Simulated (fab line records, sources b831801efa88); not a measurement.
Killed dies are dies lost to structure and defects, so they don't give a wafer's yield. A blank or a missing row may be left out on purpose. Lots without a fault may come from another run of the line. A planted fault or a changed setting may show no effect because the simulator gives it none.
A struck lot beside a sound one | flow sky130 | 16 steps out of a route of 708
Sound: wafers L313.3, L313.4, L313.6. Struck: wafers L322.2, L322.3, L322.6. The cause comes at the end.
At each step with rows: each side's tool, then ch and its chambers, then its first start. Under that, the readings that differ: sound wafers | struck wafers | difference of the means | sigmas: that difference in standard deviations of wafers without a fault.
alike: readings whose means differ by less than 2 such deviations, and words and numbers that are the same on both sides. not compared: withheld readings, readings that some wafer has no value for, bounds like >300 that may hide the same value, and numbers for which the record gives no deviation and whose values overlap.
The two part at a step that has a row with sigmas, a row that says differs or no value, or rows on one side only. Numbers that don't overlap but have no deviation are shown without sigmas and don't part them. A reading that every wafer of one side lacks parts them only if that side has two wafers or more.

first, 2 steps without rows for these wafers: SKY_METAL3_PEB_11; SKY_METAL3_DEVELOP_12 (develop time 60 s).
SKY_METAL3_CD_MEAS_13: target cd 300 nm.
  sound on cd_sem-02, day 40 21:36; struck on cd_sem-02, day 43 05:23
  reading    | sound             | struck            | difference | sigmas
  cd_nm (nm) | 301.5 301.8 301.6 | 298.5 297.6 298.3 | -3.5       | -2
SKY_METAL3_OVL_MEAS_14:
  sound on overlay-01, day 40 21:42; struck on overlay-01, day 43 05:29
  alike: METAL3_OVL
SKY_METAL3_DESCUM_15: chemistry O2, time 8 s.
  sound on rie_metal-02 ch 0,1, day 40 21:44; struck on rie_metal-02 ch 0,1, day 43 05:31
  alike: drypump_motor_current_A, oes_product_au, temp_c
  not compared: rf_hours_counter_h
then, 1 step without rows for these wafers: SKY_METAL3_ETCH_16 (etches BARC in N2/H2, stops on SiO2, time 85.97 s, target depth 60 nm).
SKY_METAL3_ETCH_17: etches SiO2 in C4F8/O2/Ar, stops on TiN, time 3.9 s, target depth 15 nm.
  sound on rie_diel-01 ch 0,2,3, day 40 21:51; struck on rie_diel-04 ch 1,3, day 43 05:39
  alike: oes_product_au
  not compared: rf_hours_counter_h
SKY_METAL3_METAL_ETCH_18: etches the open film in Cl2/BCl3, stops on SiO2, target depth 845 nm, time 183.1 s.
  sound on rie_metal-01 ch 0,1, day 40 21:56; struck on rie_metal-04 ch 0,1, day 43 05:40
  alike: drypump_motor_current_A, oes_product_au, throttle_valve_pct
  not compared: rf_hours_counter_h
SKY_METAL3_STRIP_19: strips in O2/N2.
  sound on plasma_asher-01 ch 0,1, day 40 22:05; struck on plasma_asher-03 ch 0,1, day 43 05:51
  alike: drypump_motor_current_A, n2_flow_sccm, oes_product_au, strip_time_to_endpoint_s
  not compared: rf_hours_counter_h
then, 3 steps without rows for these wafers: SKY_METAL3_STRIP_20 (strips in post etch residue remover, time 1200 s); SKY_METAL3_CLEAN_21 (cleans in IPA, time 180 s); SKY_METAL3_CLEAN_22 (cleans in O3/DIW).
SKY_VIA3_HDPCVD_00: deposits SiO2, target thk 1635 nm, time 272.5 s.
  sound on hdpcvd-01 ch 0,2, day 40 22:38; struck on hdpcvd-01 ch 0,1,2, day 43 06:48
SKY_VIA3_THK_MEAS_01:
  sound on film_metro-02, day 40 22:50; struck on film_metro-01, day 43 06:59
  reading              | sound          | struck         | difference | sigmas
  VIA3_HDPCVD_THK (nm) | 1631 1623 1638 | 3295 3305 3314 | +1674      | +99 or more
SKY_VIA3_CMP_02: polishes SiO2.
  sound on cmp-01 ch 1,3, day 40 22:55; struck on cmp-01 ch 2,3, day 43 07:02
  alike: motor_current_A, slurry_filter_dp_kPa, slurry_flow_ml_min
-- the record jumps here: 6 days lie between the struck wafers' starts before and after (it left off in module VIA3 and takes up again in module PAD_OPEN, whose first step shown is number 708 of the route) --
SKY_PAD_OPEN_PROBE_99:
  sound on prober-01, day 47 19:07; struck on prober-02, day 49 13:31
  alike: defect_limited_yield, killed_at_M0_to_M3, killed_at_M4_up, killed_at_contacts, killed_at_front_end, killed_at_other, killed_dies, killed_on_rim, killed_open, killed_short, sort_bin_3_pad_short, sort_bin_5_function, sort_bin_6_memory, sort_n_pass, sort_yield_pct

WHERE THEY PART
First at SKY_METAL3_CD_MEAS_13; last, within this record, at SKY_VIA3_THK_MEAS_01. Later steps at which nothing parts them and some readings are alike: SKY_VIA3_CMP_02, SKY_PAD_OPEN_PROBE_99.

WHY: what the simulator had put in
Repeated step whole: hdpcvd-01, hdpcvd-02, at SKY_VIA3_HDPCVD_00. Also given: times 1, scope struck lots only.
